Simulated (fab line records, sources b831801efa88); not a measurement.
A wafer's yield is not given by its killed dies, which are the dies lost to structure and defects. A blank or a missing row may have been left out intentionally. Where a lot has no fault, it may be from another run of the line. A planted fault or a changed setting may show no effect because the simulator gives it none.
8D (eight disciplines) problem report, filled in by code -- flow sky130 -- the parts of the form that need people (team, actions taken, sign-off) are left out

## 1. THE ISSUE
Mean NWELL_RS at SKY_NWELL_RS_MEAS_29: 595.5 ohm/sq over 6 wafers in 2 lots; fault-free wafers: 624.8 ohm/sq, standard deviation 1.5. Measured from the usual mean, that is -20 standard deviations.
The step: measures by four-point-probe.
Earliest sighting: wafer L206.1 on film_metro-04 at day 8 08:22. Wafers with a number at this step in the record: 36, from 12 lots. By rule, "out" or "out of limits" means more than 4 standard deviations away from the usual mean. Any other wafer with a number is counted as sound.

## 2. WHAT IT IS, WHAT IT ISN'T
question,is,is not
which readings at this step,NWELL_RS,-
which lots,"L206, L208","L195, L196, L198, L199, L200, L202, L207, L216, L217, L218"
which wafers of those lots,all that have a number,-
read on which gauges,"film_metro-03, film_metro-04",film_metro-02
when,from day 8 08:22,"up to then (18 sound wafers); but 12 sound wafers of L207, L216, L217, L218 came after"

## 3. SUSPECTS, AND WHAT RULES EACH OUT
Counting: any tool at a process step up to the reading is kept as a suspect provided that every lot that is out went through it and no sound lot did after the first of them.
- the gauge at SKY_NWELL_RS_MEAS_29 is ruled out. The wafers that are out were read on 2 gauges (film_metro-03, film_metro-04).
- implanter-02 at SKY_NWELL_IMPLANT_12: ruled out as a lasting fault. After its first lot that is out, L206 (day 7 12:01), sound lots L217 ran on it.
Left after counting: nothing in the record.

## 4. THE CAUSE (what the simulator had put in)
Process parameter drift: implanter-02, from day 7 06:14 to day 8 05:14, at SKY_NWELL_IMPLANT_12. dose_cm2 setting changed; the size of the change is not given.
Counting ruled it out, wrongly: the rule takes a fault to strike every lot that its tool runs from its start on, and this one did not.

## 5. SEQUENCE OF EFFECTS, ordered by route
Each row: a reading whose mean over the struck wafers that have a number lies more than 3 standard deviations from the usual. Readings are gone through only where the record gives a usual standard deviation; hours: the median, over the lots, of the time from a lot's start at the first step in this table giving one to that lot's start at this step; sigmas: the change measured in usual standard deviations.
hours,step,reading,usual,on struck wafers,change,sigmas
0,SKY_NWELL_IMPLANT_12,dose_ions_cm2,1.3002e+12,2.4893e+12,+1.1891e+12,+99 or more
0,SKY_NWELL_IMPLANT_12,faraday_current_uA,7.32,13.98,+6.66,+42
21,SKY_NWELL_RS_MEAS_29,NWELL_RS,624.8 ohm/sq,595.5,-29.3,-20
Here are the process steps it includes:
- SKY_NWELL_IMPLANT_12
At these later measuring or inspecting steps, every struck wafer for which the step has a row has a number for every such reading, and none has moved that far: SKY_VT_ADJUST_NCORE_TW_MEAS_11, SKY_GATE_OXIDE_OVL_MEAS_10.

## 6. HOW IT WOULD HAVE BEEN CAUGHT EARLIER
26 hours passed between the start of the fault at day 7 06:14 and the first reading out of limits at a measuring or inspecting step in this record, taken at day 8 08:22.
At SKY_NWELL_IMPLANT_12, the tool's own readings (dose_ions_cm2, faraday_current_uA) were out on each struck wafer the step has a row for, so an alarm limit on them would have fired on the first such wafer.
